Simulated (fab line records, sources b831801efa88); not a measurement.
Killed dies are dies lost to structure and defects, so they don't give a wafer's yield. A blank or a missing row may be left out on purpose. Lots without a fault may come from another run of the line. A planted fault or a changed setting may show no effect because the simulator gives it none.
Split-lot experiment | flow sky130 | 5 lots, 22 wafers read, on a route of 708 steps

THE SPLIT
At SKY_CAP2M_DEVELOP_11 (develop time 60 s), the setting dev_temp_c was moved away from the recipe's 23 C on 11 of the 22 wafers read, by -14.6% to +11.0%. The other wafers ran this setting at the recipe's value.

The file shows no step between the split and the reading.

THE READING
CAP2M.cd_nm (the simulator's own value, which no gauge read), in nm, at SKY_CAP2M_METAL_ETCH_13 (etches TiN in Cl2/BCl3, stops on SiO2, target depth 220 nm, time 62.9 s). The file gives no usual value for it. The 11 wafers here that ran the recipe average 999.1 nm, standard deviation 2.3 nm.

wafer  | tool, chamber at the split | dev_temp_c as run, C | against the recipe | CAP2M.cd_nm, nm | against lot-mates on the recipe
L074.2 | litho_track-03, 0          | 23                   | recipe             | 1001            | -
L074.4 | litho_track-03, 0          | 23                   | recipe             | 1001            | -
L074.3 | litho_track-03, 0          | 23                   | recipe             | 1003            | -
L075.1 | litho_track-03, 0          | 19.64                | -14.6%             | 993.6           | -5.8
L075.2 | litho_track-03, 0          | 19.64                | -14.6%             | 992.6           | -6.8
L075.3 | litho_track-03, 0          | 19.64                | -14.6%             | 991.7           | -7.7
L075.6 | litho_track-03, 0          | 23                   | recipe             | 999.4           | -
L080.1 | litho_track-04, 0          | 20.84                | -9.4%              | 991             | -5.8
L080.2 | litho_track-04, 0          | 20.84                | -9.4%              | 987.4           | -9.4
L080.3 | litho_track-04, 0          | 23                   | recipe             | 996.7           | -
L080.4 | litho_track-04, 0          | 23                   | recipe             | 996.9           | -
L080.5 | litho_track-04, 0          | 20.84                | -9.4%              | 990.9           | -5.9
L083.1 | litho_track-01, 0          | 23                   | recipe             | 998.8           | -
L083.2 | litho_track-01, 0          | 23                   | recipe             | 994.9           | -
L083.3 | litho_track-01, 0          | 19.76                | -14.1%             | 988.1           | -9.0
L083.5 | litho_track-01, 0          | 23                   | recipe             | 997.5           | -
L083.6 | litho_track-01, 0          | 19.76                | -14.1%             | 986.7           | -10.4
L085.1 | litho_track-03, 0          | 23                   | recipe             | 1000            | -
L085.2 | litho_track-03, 0          | 25.52                | +11.0%             | 1007            | +6.5
L085.3 | litho_track-03, 0          | 23                   | recipe             | 1001            | -
L085.4 | litho_track-03, 0          | 25.52                | +11.0%             | 1013            | +12.5
L085.6 | litho_track-03, 0          | 25.52                | +11.0%             | 1014            | +13.5

THE FIT
A straight line over all 22 wafers: CAP2M.cd_nm changes by +0.806 nm for each +1% of dev_temp_c; r = +0.91; the points scatter about the line by 3.2 nm.
The same after taking each lot's own level away (the mean of its wafers on the recipe; 22 wafers): +0.712 nm for each +1%; r = +0.94; scatter 2.2 nm.
On that fit, the largest move of dev_temp_c shifts the reading by 10 nm.
The lots' own levels span 996.80 to 1001.67 nm, that is 2.1 times the standard deviation above.
So the lot-to-lot level changes the slope: the two fits differ.
Check: with one of the wafers moved furthest among these (-14.6%) left out of the fit, the line predicts -10.1 nm for it against its lot-mates. It came out at -5.8 nm against them.

OTHER SPLITS ON THESE WAFERS
These wafers also went through other splits before the reading. Each is held against what the fit with the lots' levels taken away leaves over:
other split on the same wafers          | wafers away from the commonest value | r with CAP2M.cd_nm (lot level and that fit taken away)
SKY_VIA2_ETCH_14 time_s                 | 6                                    | +0.08
SKY_VIA2_SPUTTER_20 chamber_pressure_pa | 10                                   | -0.10
SKY_METAL3_SPUTTER_01 time_s            | 5                                    | +0.34
SKY_CAPM_EXPOSE_09 dose_mj              | 7                                    | -0.17
SKY_CAPM_METAL_ETCH_13 icp_w            | 9                                    | +0.30
SKY_METAL3_DEVELOP_12 develop_time_s    | 7                                    | -0.10
SKY_VIA3_CVD_21 pressure_torr           | 10                                   | +0.32
SKY_METAL4_SPUTTER_04 power_w           | 5                                    | +0.07
SKY_CAP2M_COAT_07 resist_thk_nm         | 10                                   | +0.74

THE FILE'S OWN FIT
CAP2M.cd_nm changes by +0.697 nm for each +1% of dev_temp_c, r = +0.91.
